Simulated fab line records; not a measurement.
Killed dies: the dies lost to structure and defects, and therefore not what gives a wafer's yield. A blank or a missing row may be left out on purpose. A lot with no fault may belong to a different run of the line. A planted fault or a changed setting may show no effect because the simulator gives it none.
The tool behind it: which one? | flow gf180mcu | 72 wafers from 24 lots sampled at 4 of the route's 602 steps

## WHAT EACH GAUGE READ, for each wafer
GF_V2_THK_MEAS_25: measures by xrf. Usual: V2_W_THK 340 nm, standard deviation 6.2.
lot  | measured     | on            | V2_W_THK (nm) | flag
L074 | day 20 07:49 | film metro-02 | 341 343 344   |
L075 | day 20 15:05 | film metro-02 | 350 328 351   |
L076 | day 21 03:28 | film metro-02 | 338 338 339   |
L077 | day 21 13:31 | film metro-01 | 334 337 339   |
L078 | day 21 22:16 | film metro-01 | 335 335 334   |
L079 | day 22 08:00 | film metro-01 | 338 340 338   |
L080 | day 22 16:53 | film metro-04 | 346 342 343   |
L081 | day 22 21:53 | film metro-01 | 334 333 333   |
L082 | day 23 09:53 | film metro-04 | 352 352 353   |
L083 | day 23 13:08 | film metro-01 | 339 340 339   |
L084 | day 24 02:44 | film metro-04 | 344 342 346   |
L085 | day 24 04:26 | film metro-01 | 335 347 349   |
L086 | day 25 01:40 | film metro-01 | 332 344 335   |
L087 | day 25 03:13 | film metro-01 | 335 335 335   |
L088 | day 25 07:53 | film metro-01 | 333 338 337   |
L089 | day 25 22:36 | film metro-04 | 345 337 337   |
L090 | day 26 01:00 | film metro-02 | 349 351 346   |
L091 | day 26 08:07 | film metro-02 | 348 344 341   |
L092 | day 26 17:50 | film metro-04 | 337 351 337   |
L093 | day 27 04:56 | film metro-01 | 329 342 342   |
L094 | day 27 06:40 | film metro-01 | 342 325 343   |
L096 | day 27 20:17 | film metro-02 | 337 346 346   |
L095 | day 27 23:05 | film metro-04 | 343 344 330   |
L097 | day 27 23:31 | film metro-04 | 337 330 326   |

GF_V3_BOW_MEAS_05. Usual: V3_BOW 115 um, standard deviation 8.7.
lot  | measured     | on            | V3_BOW (um) | flag
L074 | day 21 09:57 | film metro-03 | 115 111 109 |
L075 | day 21 17:00 | film metro-03 | 117 111 123 |
L076 | day 22 05:16 | film metro-02 | 116 114 112 |
L077 | day 22 15:29 | film metro-03 | 113 112 124 |
L078 | day 22 23:11 | film metro-01 | 118 120 133 |
L079 | day 23 09:22 | film metro-03 | 101 113 109 |
L080 | day 23 17:40 | film metro-03 | 112 124 122 |
L081 | day 23 22:17 | film metro-01 | 109 108 102 |
L082 | day 24 10:11 | film metro-03 | 120 125 115 |
L083 | day 24 12:49 | film metro-02 | 114 104 121 |
L084 | day 25 02:19 | film metro-01 | 115 115 111 |
L085 | day 25 04:16 | film metro-01 | 101 114 117 |
L086 | day 26 00:43 | film metro-01 | 118 121 130 |
L087 | day 26 01:59 | film metro-02 | 130 106 122 |
L088 | day 26 06:45 | film metro-02 | 126 117 123 |
L089 | day 26 21:46 | film metro-01 | 124 132 122 |
L090 | day 26 23:27 | film metro-02 | 123 112 120 |
L091 | day 27 06:25 | film metro-02 | 108 104 104 |
L092 | day 27 15:55 | film metro-01 | 101 117 113 |
L093 | day 28 02:55 | film metro-03 | 108 111 105 |
L094 | day 28 04:47 | film metro-01 | 126 124 120 |
L096 | day 28 18:21 | film metro-01 | 112 112 107 |
L095 | day 28 19:52 | film metro-02 | 111 112 122 |
L097 | day 28 20:46 | film metro-02 | 112 104 115 |

GF_V3_CD_MEAS_14: the cd target is 260 nm. Usual: 260.3 nm for cd nm, sd 1.3.
lot  | measured     | on        | cd nm (nm)        | flag
L074 | day 22 09:07 | cd sem-01 | 260.4 260.3 259.4 |
L075 | day 22 15:38 | cd sem-01 | 261.1 261.4 261.3 |
L076 | day 23 03:53 | cd sem-01 | 262.2 261.7 262.2 |
L077 | day 23 15:00 | cd sem-01 | 260.0 258.6 258.8 |
L078 | day 23 22:10 | cd sem-01 | 259.6 258.8 258.9 |
L079 | day 24 07:32 | cd sem-02 | 261.1 261.9 261.1 |
L080 | day 24 15:50 | cd sem-01 | 261.7 262.1 260.5 |
L081 | day 24 19:53 | cd sem-02 | 258.4 258.2 258.6 |
L082 | day 25 08:35 | cd sem-01 | 259.4 261.1 260.6 |
L083 | day 25 09:50 | cd sem-01 | 260.0 262.1 261.0 |
L084 | day 25 23:13 | cd sem-01 | 259.9 260.1 259.8 |
L085 | day 26 01:34 | cd sem-02 | 261.4 260.7 261.3 |
L086 | day 26 20:47 | cd sem-01 | 263.1 262.2 262.4 |
L087 | day 26 22:20 | cd sem-01 | 261.4 260.5 260.1 |
L088 | day 27 03:07 | cd sem-01 | 259.9 261.3 260.7 |
L089 | day 27 16:57 | cd sem-02 | 260.5 260.6 261.4 |
L090 | day 27 19:51 | cd sem-02 | 260.1 262.0 261.7 |
L091 | day 28 02:26 | cd sem-02 | 258.8 258.4 257.7 |
L092 | day 28 11:42 | cd sem-02 | 257.8 257.4 259.4 |
L093 | day 28 21:23 | cd sem-02 | 259.8 259.8 259.6 |
L094 | day 28 23:43 | cd sem-01 | 259.5 259.4 260.2 |
L096 | day 29 13:14 | cd sem-01 | 259.3 259.4 260.5 |
L095 | day 29 14:59 | cd sem-02 | 260.1 259.9 258.7 |
L097 | day 29 15:59 | cd sem-02 | 261.3 260.9 262.1 |

## WHICH TOOL RAN EACH LOT (tool, then ch and the chambers of the sampled wafers, then the start)
lot  | GF_V2_STRIP_18
L074 | plasma asher-02 ch 0,1, day 20 06:56
L075 | plasma asher-03 ch 0,1, day 20 14:11
L076 | plasma asher-04 ch 0,1, day 21 02:26
L077 | plasma asher-04 ch 0,1, day 21 12:38
L078 | plasma asher-04 ch 0,1, day 21 19:53
L079 | plasma asher-02 ch 0,1, day 22 07:08
L080 | plasma asher-04 ch 0,1, day 22 16:00
L081 | plasma asher-02 ch 0,1, day 22 21:02
L082 | plasma asher-04 ch 0,1, day 23 09:02
L083 | plasma asher-03 ch 0,1, day 23 12:17
L084 | plasma asher-03 ch 0,1, day 24 01:51
L085 | plasma asher-02 ch 0,1, day 24 03:34
L086 | plasma asher-04 ch 0,1, day 25 00:41
L087 | plasma asher-03 ch 0,1, day 25 01:56
L088 | plasma asher-04 ch 1, day 25 06:59
L089 | plasma asher-04 ch 1, day 25 21:44
L090 | plasma asher-02 ch 0,1, day 26 00:08
L091 | plasma asher-03 ch 0,1, day 26 07:15
L092 | plasma asher-04 ch 0,1, day 26 16:59
L093 | plasma asher-03 ch 0, day 27 04:03
L094 | plasma asher-04 ch 0,1, day 27 05:47
L096 | plasma asher-04 ch 0,1, day 27 19:24
L095 | plasma asher-02 ch 0,1, day 27 22:12
L097 | plasma asher-04 ch 0,1, day 27 22:39
- GF_V2_STRIP_18: strips in O2/N2.

## AS READ BY THE TOOLS THEMSELVES (means over the sampled wafers that have a number; for cases with no such wafer, the mark the record gives instead)
GF_V2_STRIP_18. Usual: drypump motor current A 5.6 A, standard deviation 0.49; heater power w 314 W, standard deviation 24; oes product au 0.593 a.u., standard deviation 0.0051.
lot  | tool            | drypump motor current A (A) | heater power w (W) | oes product au (a.u.) | flag
L074 | plasma asher-02 | 5.9                         | 322                | 0.594                 |
L075 | plasma asher-03 | 6.3                         | 339                | 0.595                 |
L076 | plasma asher-04 | 5.3                         | 299                | 0.595                 |
L077 | plasma asher-04 | 5.2                         | 292                | 0.590                 |
L078 | plasma asher-04 | 5.3                         | 300                | 0.592                 |
L079 | plasma asher-02 | 5.9                         | 330                | 0.592                 |
L080 | plasma asher-04 | 5.2                         | 291                | 0.594                 |
L081 | plasma asher-02 | 6.0                         | 327                | 0.589                 |
L082 | plasma asher-04 | 5.2                         | 293                | 0.590                 |
L083 | plasma asher-03 | 5.9                         | 326                | 0.597                 |
L084 | plasma asher-03 | 6.2                         | 343                | 0.595                 |
L085 | plasma asher-02 | 5.9                         | 333                | 0.590                 |
L086 | plasma asher-04 | 5.2                         | 292                | 0.597                 |
L087 | plasma asher-03 | 6.2                         | 351                | 0.593                 |
L088 | plasma asher-04 | 5.1                         | 290                | 0.584                 |
L089 | plasma asher-04 | 5.1                         | 292                | 0.596                 |
L090 | plasma asher-02 | 6.0                         | 334                | 0.594                 |
L091 | plasma asher-03 | 5.9                         | 326                | 0.597                 |
L092 | plasma asher-04 | 5.3                         | 299                | 0.595                 |
L093 | plasma asher-03 | 5.4                         | 301                | 0.595                 |
L094 | plasma asher-04 | 5.2                         | 296                | 0.596                 |
L096 | plasma asher-04 | 5.3                         | 298                | 0.589                 |
L095 | plasma asher-02 | 5.9                         | 332                | 0.588                 |
L097 | plasma asher-04 | 5.2                         | 294                | 0.594                 |

## THE ANSWER, worked out from the rows above alone
Rule: a lot is off if the mean of its wafers that have a number lies more than 3 standard deviations from the usual mean. A lot without any number at a reading at which 4 lots or more have one is off too. Any other lot the step has rows for is counted as sound. First the gauges in route order, then the tools' own readings, where a lot's mean is used as printed above. The first step at which some lot is off is used, and at that step the reading that is off furthest; a lot without a number counts as furthest.
No lot is off on any of the readings shown, so nothing can be concluded from this.

## WHAT WAS PUT IN BY THE SIMULATOR
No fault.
